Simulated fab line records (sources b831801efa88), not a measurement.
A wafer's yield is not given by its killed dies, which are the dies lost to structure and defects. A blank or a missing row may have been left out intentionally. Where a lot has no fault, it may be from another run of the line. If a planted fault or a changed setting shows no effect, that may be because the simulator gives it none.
What tool caused it? :: flow sky130 :: Sampling: 7 lots, 21 wafers, 2 of 708 route steps

WHAT EACH GAUGE READ, for each wafer
SKY_CONTACT_THK_MEAS_03.
lot: L131
measured: day 30 17:55
on: filmMetro-01
CONTACT_HDPCVD_THK (nm): 561 567 570

lot: L134
measured: day 31 20:53
on: filmMetro-01
CONTACT_HDPCVD_THK (nm): 567 563 568

lot: L135
measured: day 32 11:29
on: filmMetro-02
CONTACT_HDPCVD_THK (nm): 565 563 565

lot: L139
measured: day 33 17:26
on: filmMetro-02
CONTACT_HDPCVD_THK (nm): 562 567 561

lot: L143
measured: day 34 10:50
on: filmMetro-01
CONTACT_HDPCVD_THK (nm): 570 565 568

lot: L145
measured: day 35 21:49
on: filmMetro-01
CONTACT_HDPCVD_THK (nm): 561 567 577

lot: L147
measured: day 36 06:44
on: filmMetro-01
CONTACT_HDPCVD_THK (nm): 470 462 562 469 462 562

WHICH TOOL RAN EACH LOT (tool, then ch and the chambers of the sampled wafers, then the start)
lot: L131
SKY_CONTACT_HDPCVD_02: hdpcvd-01 ch 0,2, day 30 17:50

lot: L134
SKY_CONTACT_HDPCVD_02: hdpcvd-02 ch 0,1,2, day 31 20:49

lot: L135
SKY_CONTACT_HDPCVD_02: hdpcvd-02 ch 0,2, day 32 11:25

lot: L139
SKY_CONTACT_HDPCVD_02: hdpcvd-01 ch 0,2, day 33 17:22

lot: L143
SKY_CONTACT_HDPCVD_02: hdpcvd-02 ch 0,1, day 34 10:47

lot: L145
SKY_CONTACT_HDPCVD_02: hdpcvd-01 ch 0,1,2, day 35 21:45

lot: L147
SKY_CONTACT_HDPCVD_02: hdpcvd-02 ch 1,2, day 36 06:40
- SKY_CONTACT_HDPCVD_02: deposits SiO2, target thk 565 nm, time 94.2 s.

THE ANSWER, worked out from the rows above alone
Rule: what is usual is taken from the lots themselves. Put in order of their means at a reading, lots are off if they are a third of the lots or fewer, leave a main group of 4 or more, and stand apart from it by a gap of 3 or more times the standard deviation of the main group's means; of several such gaps the widest counts. If all means in a main group match to the digits the tables above print for the reading, that group is not used. A lot without any number at a reading at which 4 lots or more have one is off too. All remaining lots with rows at the step are treated as sound.
Off: L147, at SKY_CONTACT_THK_MEAS_03 (CONTACT_HDPCVD_THK). For the main group the mean is 566 nm and the standard deviation 1.7.
If a tool, at a process step before that reading, ran all the lots that are off and no sound lot after the first of them, it fits. The gauges at SKY_CONTACT_THK_MEAS_03 are tried like those tools. Undecided on this evidence; 2 tools fit (hdpcvd-02 at SKY_CONTACT_HDPCVD_02, filmMetro-01 at SKY_CONTACT_THK_MEAS_03).

WHAT THE SIMULATOR HAD PUT IN
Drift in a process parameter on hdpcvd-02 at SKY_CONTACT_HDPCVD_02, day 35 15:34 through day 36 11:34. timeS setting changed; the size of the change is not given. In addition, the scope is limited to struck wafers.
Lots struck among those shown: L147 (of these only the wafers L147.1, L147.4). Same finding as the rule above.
